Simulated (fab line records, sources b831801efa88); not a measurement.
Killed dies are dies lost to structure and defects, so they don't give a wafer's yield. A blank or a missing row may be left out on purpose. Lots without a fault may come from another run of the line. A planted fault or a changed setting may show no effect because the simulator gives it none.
fab line records | flow sky130
record lots=12 wafers=33 last_day=50
route steps=708 shown LDD_HVN@277 SPACER@306 POLY_CUT@315 SD_N@351
lots that met no fault: from a run of the same line without faults
start_h: hours from the record's first day to the start of the lot's first wafer shown | wait_h: hours since the lot's step before | " the same as in the row above | L1.1+2: a row that stands for several wafers | - no value, or no start given | * or withheld: withheld | < > ~ a bound
route shown NAME@n: a module of which the file shows steps, and the number in the route of the first | usual: mean/standard deviation of fault-free wafers | same: alike in all rows | chamber/n: place in a boat | sites: the reading at each site | _std_site: their standard deviation | _edge_site: outer sites' mean less inner sites' | radius_mm: how far each site lies from the wafer's centre | mask NAME#n: copy n | behind: the tool/chamber that last shaped the wafer | hold: why the lot was held/for how many hours/how that ended | device: the transistor (n, p or np) that didn't switch | end of line: the same wafers' tests at the end of the route | a step without rows: its recipe alone | killed: dies lost to structure and defects at the first sort, not the wafer's yield | map: a wafer's dies, x killed, . not, _ none there
set.NAME: the setting as run; set.NAME@STEP: as run at that earlier step | model.NAME: the simulator's own value behind a step, which no gauge read
steps of the route over a sample of lots; a table a step, a row a wafer
services: from which hour (start_h, from the record's first day; less than 0 if before it) a tool's chamber was out of use, for how many hours, and why
## steps
# step SKY_LDD_HVN_TW_MEAS_10
# usual LDD_HVN_TW=1445/23
# columns lot.wafer tool chamber start_h wait_h LDD_HVN_TW
L983.1 film_metro-04 - 476.49 0.1 1452
L983.3 " - " " 1447
L983.6 " - " " 1445
L984.2 film_metro-04 - 486.56 0.1 1464
L984.3 " - " " 1462
L984.6 " - " " 1466
L986.2 film_metro-04 - 497.91 0.1 1456
L986.3 " - " " 1458
L986.4 " - " " 1464
L985.2 film_metro-04 - 500.15 0.1 1469
L985.3 " - " " 1469
L985.5 " - " " 1459
L987.1 film_metro-04 - 505.85 0.1 1472
L987.6 " - " " 1471
L990.2 film_metro-02 - 530.96 0.1 1436
L990.6 " - " " 1441
L991.1 film_metro-04 - 540.09 0.1 1472
L991.2 " - " " 1466
L997.1 film_metro-04 - 587.24 0.1 1461
L997.3 " - " " 1463
L997.4 " - " " 1463
L101.1 film_metro-02 - 623.81 0.1 1446
L101.3 " - " " 1443
L101.6 " - " " 1442
L103.1 film_metro-01 - 636.36 0.1 1409
L103.2 " - " " 1399
L103.4 " - " " 1407
L104.2 film_metro-01 - 649.65 0.1 1413
L104.3 " - " " 1419
L104.6 " - " " 1414
L106.2 film_metro-01 - 655.35 0.1 1415
L106.3 " - " " 1420
L106.4 " - " " 1413
# step SKY_SPACER_ETCHBACK_02
# recipe chemistry=CH3F/O2 target=Si3N4 stop_on=SiO2 source_w=400 bias_w=80 pressure_mtorr=25 ch3f_flow_sccm=40 O2_flow_sccm=30 time_s=46.7 target_depth_a=450
# usual drypump_motor_current_A=5.5/0.38 oes_product_au=0.855/0.0071 throttle_valve_pct=10.562/0.0085
# columns lot.wafer tool chamber start_h wait_h drypump_motor_current_A oes_product_au rf_hours_counter_h throttle_valve_pct
L983.1 rie_diel-02 0 540.91 0.1 5.7 0.855 6 10.556
L983.3 " 3 " " 5.7 0.856 9 10.555
L983.6 " 1 " " 5.6 0.850 - 10.574
L984.2 rie_diel-03 3 550.28 0.0 6.1 0.867 36 10.558
L984.3 " 2 " " 5.0 0.848 14 10.565
L984.6 " 0 " " 4.9 0.861 - 10.560
L986.2 rie_diel-01 2 560.25 0.0 6.2 0.847 10 10.556
L986.3 " 1 " " 5.6 0.859 13 10.566
L986.4 " 3 " " 5.4 0.850 49 10.570
L985.2 rie_diel-01 0 563.85 0.0 5.9 0.858 11 10.562
L985.3 " 1 " " 5.6 0.847 13 10.558
L985.5 " 1 " " 5.6 0.844 - 10.573
L987.1 rie_diel-03 0 568.63 0.1 4.9 0.858 65 10.548
L987.6 " 1 " " 5.4 0.862 - 10.555
L990.2 rie_diel-02 0 593.39 0.0 5.7 0.870 7 10.549
L990.6 " 2 " " 5.4 0.875 - 10.562
L991.1 rie_diel-03 0 602.65 0.1 4.8 0.854 65 10.551
L991.2 " 2 " " 5.0 0.853 15 10.573
L997.1 rie_diel-03 0 650.30 0.1 4.8 0.853 0 10.554
L997.3 " 2 " " 5.0 0.850 16 10.554
L997.4 " 3 " " 6.1 0.849 38 10.571
L101.1 rie_diel-01 2 683.51 0.1 6.2 0.864 12 10.563
L101.3 " 1 " " 5.5 0.855 15 10.558
L101.6 " 3 " " 5.4 0.856 - 10.557
L103.1 rie_diel-01 1 695.74 0.1 5.6 0.848 16 10.563
L103.2 " 0 " " 5.8 0.851 14 10.567
L103.4 " 0 " " 5.8 0.848 - 10.552
L104.2 rie_diel-02 0 708.61 0.0 5.7 0.865 9 10.579
L104.3 " 2 " " 5.4 0.858 26 10.564
L104.6 " 3 " " 5.7 0.872 - 10.572
L106.2 rie_diel-03 0 715.63 0.0 4.8 0.859 2 10.565
L106.3 " 3 " " 6.0 0.853 40 10.572
L106.4 " 2 " " 5.0 0.857 18 10.570
# step SKY_POLY_CUT_CD_MEAS_08
# recipe target_cd_nm=270
# usual cd_nm=270.4/1.3
# columns lot.wafer tool chamber start_h wait_h cd_nm
L983.1 cd_sem-01 - 571.59 - 269.1
L983.3 " - " " 269.4
L983.6 " - " " 271.0
L984.2 cd_sem-01 - 580.06 - 269.2
L984.3 " - " " 268.9
L984.6 " - " " 271.7
L986.2 cd_sem-01 - 590.42 - 272.4
L986.3 " - " " 272.1
L986.4 " - " " 272.3
L985.2 cd_sem-01 - 593.71 - 270.9
L985.3 " - " " 270.9
L985.5 " - " " 270.9
L987.1 cd_sem-01 - 598.30 - 271.4
L987.6 " - " " 271.0
L990.2 cd_sem-01 - 622.30 - 269.7
L990.6 " - " " 270.4
L991.1 cd_sem-01 - 631.47 - 269.8
L991.2 " - " " 268.7
L997.1 cd_sem-02 - 679.22 - 269.2
L997.3 " - " " 268.1
L997.4 " - " " 268.4
L101.1 cd_sem-01 - 711.25 - 270.1
L101.3 " - " " 270.0
L101.6 " - " " 270.9
L103.1 cd_sem-02 - 723.85 - 268.4
L103.2 " - " " 268.8
L103.4 " - " " 267.7
L104.2 cd_sem-02 - 736.39 - 270.1
L104.3 " - " " 270.6
L104.6 " - " " 270.6
L106.2 cd_sem-01 - 743.69 - 269.3
L106.3 " - " " 270.6
L106.4 " - " " 269.6
# step SKY_SD_N_IMPLANT_09
# recipe species=As energy_kev=50 dose_cm2=4e+15 tilt_deg=0
# columns lot.wafer tool chamber start_h wait_h
L983.1+3+6 implanter-01 0 659.68 0.0
L984.2+3+6 implanter-02 0 668.75 0.0
L986.2+3+4 implanter-03 0 678.02 0.0
L985.2+3+5 implanter-02 0 681.85 0.0
L987.1+6 implanter-02 0 684.28 0.0
L990.2+6 implanter-02 0 709.42 0.0
L991.1+2 implanter-02 0 717.23 0.0
L997.1+3+4 implanter-01 0 763.18 0.0
L101.1+3+6 implanter-02 0 793.45 0.0
L103.1+2+4 implanter-01 0 805.00 0.0
L104.2+3+6 implanter-01 0 817.26 0.0
L106.2+3+4 implanter-02 0 824.64 0.0
# step SKY_SD_N_STRIP_11
# recipe chemistry=O2/N2 power_w=1400 pressure_mtorr=1500 platen_temp_c=withheld o2_flow_sccm=3000 n2_flow_sccm=300 overash_fraction=0.5
# usual drypump_motor_current_A=5.9/0.53 oes_product_au=0.528/0.0046 strip_time_to_endpoint_s=22.57/0.046
# columns lot.wafer tool chamber start_h wait_h drypump_motor_current_A oes_product_au rf_hours_counter_h strip_time_to_endpoint_s
L983.1 plasma_asher-03 0 659.98 0.1 6.3 0.523 83 22.50
L983.3 " 0 " " 6.3 0.531 - 22.51
L983.6 " 0 " " 6.3 0.533 - 22.54
L984.2 plasma_asher-03 0 669.03 0.1 6.3 0.518 84 22.54
L984.3 " 0 " " 6.3 0.524 - 22.54
L984.6 " 0 " " 6.3 0.527 - 22.55
L986.2 plasma_asher-03 0 678.30 0.1 6.3 0.529 85 22.57
L986.3 " 0 " " 6.3 0.530 - 22.57
L986.4 " 1 " " 6.5 0.534 - 22.55
L985.2 plasma_asher-03 1 682.13 0.1 6.5 0.528 86 22.56
L985.3 " 0 " " 6.3 0.531 - 22.58
L985.5 " 1 " " 6.5 0.521 - 22.62
L987.1 plasma_asher-01 1 684.58 0.1 5.7 0.535 55 21.96
L987.6 " 0 " " 5.2 0.535 - 21.96
L990.2 plasma_asher-03 1 709.70 0.1 6.5 0.519 89 22.53
L990.6 " 1 " " 6.5 0.539 - 21.95
L991.1 plasma_asher-01 1 717.53 0.1 5.7 0.538 60 22.05
L991.2 " 0 " " 5.2 0.530 60 22.63
L997.1 plasma_asher-03 1 763.48 0.1 6.5 0.520 95 22.66
L997.3 " 1 " " 6.5 0.530 - 22.61
L997.4 " 0 " " 6.3 0.517 - 22.67
L101.1 plasma_asher-01 0 793.75 0.1 5.2 0.526 67 22.63
L101.3 " 1 " " 5.7 0.523 - 22.62
L101.6 " 0 " " 5.2 0.522 - 22.62
L103.1 plasma_asher-04 1 805.30 0.1 5.2 0.535 5 22.60
L103.2 " 0 " " 6.3 0.528 5 22.59
L103.4 " 1 " " 5.2 0.530 - 22.56
L104.2 plasma_asher-01 0 817.53 0.1 5.2 0.531 70 22.62
L104.3 " 0 " " 5.2 0.530 - 22.65
L104.6 " 0 " " 5.2 0.527 - 22.64
L106.2 plasma_asher-03 1 824.92 0.1 6.5 0.524 101 22.54
L106.3 " 1 " " 6.5 0.524 - 22.46
L106.4 " 0 " " 6.3 0.525 - 22.48
# step SKY_SD_N_RS_MEAS_16
# recipe thk_meas_gauge=four-point-probe
# usual SD_N_RS=68.56/0.12
# columns lot.wafer tool chamber start_h wait_h hold SD_N_RS[ohm/sq]
L983.1 film_metro-01 - 660.37 0.1 - 68.74
L983.3 " - " " - 68.63
L983.6 " - " " - 68.63
L984.2 film_metro-04 - 669.43 0.1 - 68.64
L984.3 " - " " - 68.59
L984.6 " - " " - 68.43
L986.2 film_metro-02 - 678.70 0.1 - 68.53
L986.3 " - " " - 68.51
L986.4 " - " " - 68.45
L985.2 film_metro-02 - 682.53 0.1 - 68.59
L985.3 " - " " - 68.53
L985.5 " - " " - 68.63
L987.1 film_metro-04 - 684.96 0.1 await_dispo/0.2h/release 70.16
L987.6 " - " " await_dispo/0.2h/release 69.89
L987.1 film_metro-04 - 685.32 0.3 - 69.78
L987.6 " - " " - 69.95
L990.2 film_metro-01 - 710.10 0.1 await_dispo/0.2h/release 68.86
L990.6 " - " " await_dispo/0.2h/release 70.22
L990.2 film_metro-01 - 710.46 0.3 - 68.76
L990.6 " - " " - 70.17
L991.1 film_metro-01 - 717.91 0.1 await_dispo/0.2h/release 70.11
L991.2 " - " " await_dispo/0.2h/release 68.64
L991.1 film_metro-01 - 718.27 0.3 - 70.37
L991.2 " - " " - 68.70
L997.1 film_metro-04 - 763.92 0.1 - 68.47
L997.3 " - " " - 68.46
L997.4 " - " " - 68.50
L101.1 film_metro-01 - 794.13 0.1 - 68.60
L101.3 " - " " - 68.53
L101.6 " - " " - 68.71
L103.1 film_metro-02 - 805.69 0.1 - 68.60
L103.2 " - " " - 68.62
L103.4 " - " " - 68.65
L104.2 film_metro-04 - 817.93 0.1 - 68.47
L104.3 " - " " - 68.60
L104.6 " - " " - 68.47
L106.2 film_metro-04 - 825.32 0.1 - 68.54
L106.3 " - " " - 68.47
L106.4 " - " " - 68.50
## services
# columns tool chamber start_h hours kind
rie_diel-03 3 522.60 7.5 repair
implanter-02 - 526.08 1.2 repair
rie_diel-03 - 528.23 1.0 repair
plasma_asher-01 - 545.84 2.5 repair
rie_diel-01 1 584.99 3.8 repair
implanter-01 - 607.07 4.1 repair
rie_diel-02 3 611.09 8.0 repair
plasma_asher-01 - 622.72 1.8 repair
rie_diel-03 3 626.32 4.0 repair
implanter-01 - 656.12 3.2 pm
implanter-02 - 659.90 4.1 pm
rie_diel-02 2 676.58 5.3 repair
rie_diel-01 0 678.41 5.6 repair
rie_diel-03 1 678.92 20.7 repair
rie_diel-02 - 682.94 0.3 repair
rie_diel-02 0 684.18 5.1 repair
rie_diel-01 2 687.01 23.9 repair
implanter-02 - 740.30 3.1 repair
implanter-02 - 750.25 0.5 repair
plasma_asher-01 - 755.24 1.5 repair
plasma_asher-03 - 766.98 2.8 pm
rie_diel-01 - 814.62 4.3 pm
implanter-02 - 815.90 5.7 pm
plasma_asher-01 - 818.45 2.8 pm
## key
first_sign step=SKY_SD_N_STRIP_11 reading=strip_time_to_endpoint_s direction=down sigmas=13 usual=* struck=*
effect step=SKY_SD_N_RS_MEAS_16 reading=visit direction=added
effect step=SKY_SD_N_RS_MEAS_16 reading=SD_N_RS direction=up sigmas=13 usual=68.56 struck=70.10
met_at SKY_SD_N_IMPLANT_09
struck_lots L987,L990,L991
struck_wafers L987.1,L987.6,L990.6,L991.1
tester_left_out L987,L990,L991
not_acting_at SKY_LDD_HVN_TW_MEAS_10,SKY_SPACER_ETCHBACK_02,SKY_POLY_CUT_CD_MEAS_08
onset_between 681.85 684.28
fault kind=process_parameter_drift tool=implanter-02 chamber=- onset_h=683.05 steps=SKY_SD_N_IMPLANT_09 channel=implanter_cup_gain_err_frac offset=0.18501 shape=step end_h=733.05 scope=struck_wafers_only
# tester_left_out: of these lots the tester's yield and bins aren't shown, on N5 and GAA mostly nor the transistor test; their killed dies are dies lost to structure and defects alone, not to doping, threshold or leakage, so they don't give the yield
